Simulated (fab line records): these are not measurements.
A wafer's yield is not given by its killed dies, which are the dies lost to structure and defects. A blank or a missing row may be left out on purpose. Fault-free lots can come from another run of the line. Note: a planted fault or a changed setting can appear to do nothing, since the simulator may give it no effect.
The tool behind it: which one? -- flow sky130 -- 24 lots, 72 wafers sampled, at 5 steps of a route of 708

== WHAT EACH GAUGE READ, for each wafer ==
SKY_FIELD_ISO_BOW_MEAS_00.
lot,measured,on,INCOMING_BOW (um)
L074,day 1 10:01,film_metro-03,1 -3 1
L075,day 1 15:00,film_metro-01,3 -6 2
L076,day 1 20:00,film_metro-02,-8 4 5
L077,day 2 01:00,film_metro-03,-18 -14 -12
L078,day 2 06:02,film_metro-02,-8 10 -5
L079,day 2 11:01,film_metro-02,6 -2 -1
L080,day 2 16:04,film_metro-03,9 -5 -5
L081,day 2 21:01,film_metro-01,-1 -20 -4
L082,day 3 02:02,film_metro-03,-8 -3 9
L083,day 3 07:01,film_metro-02,-8 5 12
L084,day 3 12:01,film_metro-02,2 -6 7
L085,day 3 17:02,film_metro-01,5 18 -3
L086,day 3 22:01,film_metro-03,-3 -8 -3
L087,day 4 03:00,film_metro-02,-10 -4 -15
L088,day 4 08:00,film_metro-02,5 2 -11
L089,day 4 13:00,film_metro-03,1 2 -3
L090,day 4 18:01,film_metro-03,0 8 -3
L091,day 4 23:01,film_metro-01,-1 -7 15
L092,day 5 04:00,film_metro-02,3 -3 -2
L093,day 5 09:01,film_metro-02,-5 5 7
L094,day 5 14:02,film_metro-03,-7 5 0
L095,day 5 19:00,film_metro-03,-3 -4 -4
L096,day 6 00:04,film_metro-03,2 -6 -17
L097,day 6 05:01,film_metro-01,-4 -5 -6

SKY_VT_ADJUST_NCORE_OVL_MEAS_08.
lot,measured,on,VT_ADJUST_NCORE_OVL (nm)
L074,day 9 08:04,overlay-02,-1.8 -2.2 -1.2
L075,day 9 05:53,overlay-01,0.0 -0.5 1.1
L076,day 10 02:13,overlay-01,1.3 0.7 -0.3
L077,day 10 01:17,overlay-01,0.4 -0.1 0.1
L078,day 10 09:31,overlay-01,1.3 1.3 1.9
L079,day 10 09:59,overlay-01,0.2 2.4 1.2
L080,day 10 19:19,overlay-01,-2.5 -2.0 -1.9
L081,day 11 05:39,overlay-02,-0.5 -0.9 -0.7
L082,day 11 05:13,overlay-01,-0.6 -0.3 -0.1
L083,day 11 14:27,overlay-01,-0.3 -0.6 -1.9
L084,day 11 16:31,overlay-02,1.5 0.2 0.1
L085,day 12 02:10,overlay-01,-2.6 -4.0 -3.9
L086,day 12 04:58,overlay-01,-1.3 -0.9 -1.9
L087,day 12 12:27,overlay-02,-1.0 -1.6 -1.5
L088,day 12 19:55,overlay-01,-2.0 -1.6 -0.2
L089,day 13 02:19,overlay-01,-1.5 0.1 -0.7
L090,day 13 10:45,overlay-01,1.4 1.0 0.6
L091,day 13 19:59,overlay-02,-0.9 0.0 -1.0
L092,day 14 01:09,overlay-01,-1.0 -0.6 0.5
L093,day 14 06:56,overlay-02,-0.8 -0.7 -1.0
L094,day 14 11:58,overlay-01,-3.0 -1.5 -1.0
L095,day 14 21:24,overlay-02,0.6 1.9 1.5
L096,day 14 23:46,overlay-01,-1.3 -0.6 -0.9
L097,day 15 09:35,overlay-02,-1.5 -1.5 -2.0

SKY_SD_P_TW_MEAS_11.
lot,measured,on,SD_P_TW
L074,day 26 12:02,film_metro-03,2869 2876 2864
L075,day 26 05:09,film_metro-04,2866 2881 2863
L076,day 27 07:55,film_metro-02,2830 2836 2824
L077,day 27 08:06,film_metro-03,2884 2866 2880
L078,day 27 21:44,film_metro-02,2833 2844 2821
L079,day 27 14:53,film_metro-03,2873 2871 2869
L080,day 30 11:44,film_metro-02,2835 2847 2846
L081,day 30 06:53,film_metro-02,2832 2828 2831
L082,day 30 05:53,film_metro-02,2816 2831 2834
L083,day 30 13:38,film_metro-02,2839 2824 2843
L084,day 30 03:19,film_metro-04,2890 2901 2880
L085,day 30 11:10,film_metro-04,2888 2881 2896
L086,day 30 12:55,film_metro-03,2892 2884 2873
L087,day 30 11:25,film_metro-04,2877 2894 2874
L088,day 30 13:12,film_metro-02,2812 2837 2837
L089,day 30 14:40,film_metro-02,2842 2827 2807
L090,day 30 21:16,film_metro-02,2849 2848 2828
L091,day 31 18:37,film_metro-02,2832 2818 2819
L092,day 31 21:27,film_metro-02,2830 2824 2812
L093,day 31 22:23,film_metro-04,2865 2868 2878
L094,day 32 01:26,film_metro-04,2897 2884 2877
L095,day 32 09:49,film_metro-04,2874 2864 2888
L096,day 32 20:28,film_metro-02,2842 2832 2836
L097,day 33 00:22,film_metro-02,2843 2827 2840

== TOOL THAT RAN EACH LOT (tool first, then ch and the chambers of the sampled wafers, then the start) ==
lot,SKY_NWELL_RTA_28,SKY_VT_ADJUST_NCORE_STRIP_10
L074,"rtp_anneal-01 ch 0, day 5 23:10","plasma_asher-03 ch 0,1, day 9 08:55"
L075,"rtp_anneal-02 ch 0, day 5 21:07","plasma_asher-01 ch 0,1, day 9 06:05"
L076,"rtp_anneal-02 ch 0, day 6 14:16","plasma_asher-03 ch 0,1, day 10 02:23"
L077,"rtp_anneal-01 ch 0, day 6 13:55","plasma_asher-01 ch 0,1, day 10 01:29"
L078,"rtp_anneal-01 ch 0, day 6 19:37","plasma_asher-01 ch 0,1, day 10 09:43"
L079,"rtp_anneal-02 ch 0, day 6 20:27","plasma_asher-04 ch 1, day 10 10:10"
L080,"rtp_anneal-01 ch 0, day 7 05:07","plasma_asher-04 ch 0,1, day 10 19:31"
L081,"rtp_anneal-01 ch 0, day 7 14:34","plasma_asher-03 ch 0,1, day 11 05:50"
L082,"rtp_anneal-01 ch 0, day 7 13:36","plasma_asher-04 ch 0,1, day 11 05:25"
L083,"rtp_anneal-02 ch 0, day 7 21:53","plasma_asher-01 ch 0,1, day 11 14:38"
L084,"rtp_anneal-01 ch 0, day 7 23:30","plasma_asher-01 ch 0,1, day 11 16:41"
L085,"rtp_anneal-01 ch 0, day 8 07:34","plasma_asher-03 ch 0,1, day 12 02:22"
L086,"rtp_anneal-02 ch 0, day 8 10:05","plasma_asher-04 ch 0,1, day 12 05:08"
L087,"rtp_anneal-01 ch 0, day 8 16:48","plasma_asher-04 ch 1, day 12 12:38"
L088,"rtp_anneal-02 ch 0, day 8 21:59","plasma_asher-03 ch 0,1, day 12 20:07"
L089,"rtp_anneal-01 ch 0, day 9 04:49","plasma_asher-04 ch 0,1, day 13 02:31"
L090,"rtp_anneal-02 ch 0, day 9 11:12","plasma_asher-04 ch 0,1, day 13 10:56"
L091,"rtp_anneal-02 ch 0, day 9 19:10","plasma_asher-04 ch 0,1, day 13 20:10"
L092,"rtp_anneal-01 ch 0, day 10 00:17","plasma_asher-03 ch 0,1, day 14 01:20"
L093,"rtp_anneal-01 ch 0, day 10 03:47","plasma_asher-03 ch 0,1, day 14 07:07"
L094,"rtp_anneal-02 ch 0, day 10 09:27","plasma_asher-04 ch 0,1, day 14 12:10"
L095,"rtp_anneal-01 ch 0, day 10 16:15","plasma_asher-04 ch 0,1, day 14 21:35"
L096,"rtp_anneal-02 ch 0, day 10 19:49","plasma_asher-03 ch 0,1, day 14 23:58"
L097,"rtp_anneal-01 ch 0, day 11 03:39","plasma_asher-01 ch 0,1, day 15 09:46"
- SKY_NWELL_RTA_28: time 30 s.
- SKY_VT_ADJUST_NCORE_STRIP_10: strips in O2/N2.

== WHAT THE TOOLS THEMSELVES READ (means of the sampled wafers that have a number; where no wafer has one, the mark that the record gives instead) ==
SKY_NWELL_RTA_28.
lot,tool,lamp_power_pct (%),ramp_down_c_per_s,wafer_temp_C_max
L074,rtp_anneal-01,25.27,89.999,1054.6
L075,rtp_anneal-02,25.31,89.994,1054.7
L076,rtp_anneal-02,25.28,90.010,1055.7
L077,rtp_anneal-01,25.32,90.002,1055.0
L078,rtp_anneal-01,25.29,90.006,1055.7
L079,rtp_anneal-02,25.34,90.003,1054.5
L080,rtp_anneal-01,25.35,89.991,1054.3
L081,rtp_anneal-01,25.34,90.015,1055.0
L082,rtp_anneal-01,25.31,90.011,1054.4
L083,rtp_anneal-02,25.31,89.992,1055.5
L084,rtp_anneal-01,25.29,89.976,1055.2
L085,rtp_anneal-01,25.32,89.991,1054.7
L086,rtp_anneal-02,25.36,90.020,1055.2
L087,rtp_anneal-01,25.29,90.001,1054.7
L088,rtp_anneal-02,25.32,89.992,1055.7
L089,rtp_anneal-01,25.30,90.005,1055.6
L090,rtp_anneal-02,25.32,89.991,1054.2
L091,rtp_anneal-02,25.33,89.999,1054.8
L092,rtp_anneal-01,25.29,89.985,1054.8
L093,rtp_anneal-01,25.30,90.018,1054.8
L094,rtp_anneal-02,25.29,89.999,1055.5
L095,rtp_anneal-01,25.32,90.000,1055.6
L096,rtp_anneal-02,25.27,89.995,1054.9
L097,rtp_anneal-01,25.37,90.010,1054.7

SKY_VT_ADJUST_NCORE_STRIP_10.
lot,tool,drypump_motor_current_A (A),oes_product_au (a.u.),strip_time_to_endpoint_s (s)
L074,plasma_asher-03,5.95,0.716,14.17
L075,plasma_asher-01,5.91,0.714,14.17
L076,plasma_asher-03,5.80,0.718,14.16
L077,plasma_asher-01,5.89,0.714,14.16
L078,plasma_asher-01,5.77,0.716,14.20
L079,plasma_asher-04,5.53,0.715,14.21
L080,plasma_asher-04,5.95,0.720,14.21
L081,plasma_asher-03,5.93,0.717,14.20
L082,plasma_asher-04,5.74,0.715,14.18
L083,plasma_asher-01,5.76,0.717,14.22
L084,plasma_asher-01,5.90,0.716,14.23
L085,plasma_asher-03,5.79,0.718,14.23
L086,plasma_asher-04,5.97,0.715,14.16
L087,plasma_asher-04,5.51,0.716,14.23
L088,plasma_asher-03,5.79,0.717,14.11
L089,plasma_asher-04,5.94,0.716,14.18
L090,plasma_asher-04,5.73,0.714,14.13
L091,plasma_asher-04,5.74,0.719,14.15
L092,plasma_asher-03,5.82,0.712,14.14
L093,plasma_asher-03,5.79,0.717,14.22
L094,plasma_asher-04,5.74,0.714,14.16
L095,plasma_asher-04,5.96,0.713,14.21
L096,plasma_asher-03,5.78,0.714,14.20
L097,plasma_asher-01,5.89,0.717,14.23

== THE ANSWER, worked out from the rows above alone ==
Rule: the usual values come from the lots themselves. The widest of any qualifying gaps counts: lots, ordered by their means at a reading, are off when they make up no more than a third of the lots, leave a main group of 4 or more, and stand apart from it by 3 or more times the standard deviation of that group's means. Not used: any main group whose means are identical at the precision the tables above print for the reading. A lot without any number at a reading at which 4 lots or more have one is off too. Where the step has rows for the other lots, those lots are counted as sound. After the gauges, taken in route order, come the tools' own readings; for these a lot's mean is taken, as printed above. The first step at which some lot is off is used, and at that step the reading that is off furthest; a lot without a number counts as furthest.
None of the lots is off at any reading shown; this tells nothing.

== WHAT WAS PUT IN BY THE SIMULATOR ==
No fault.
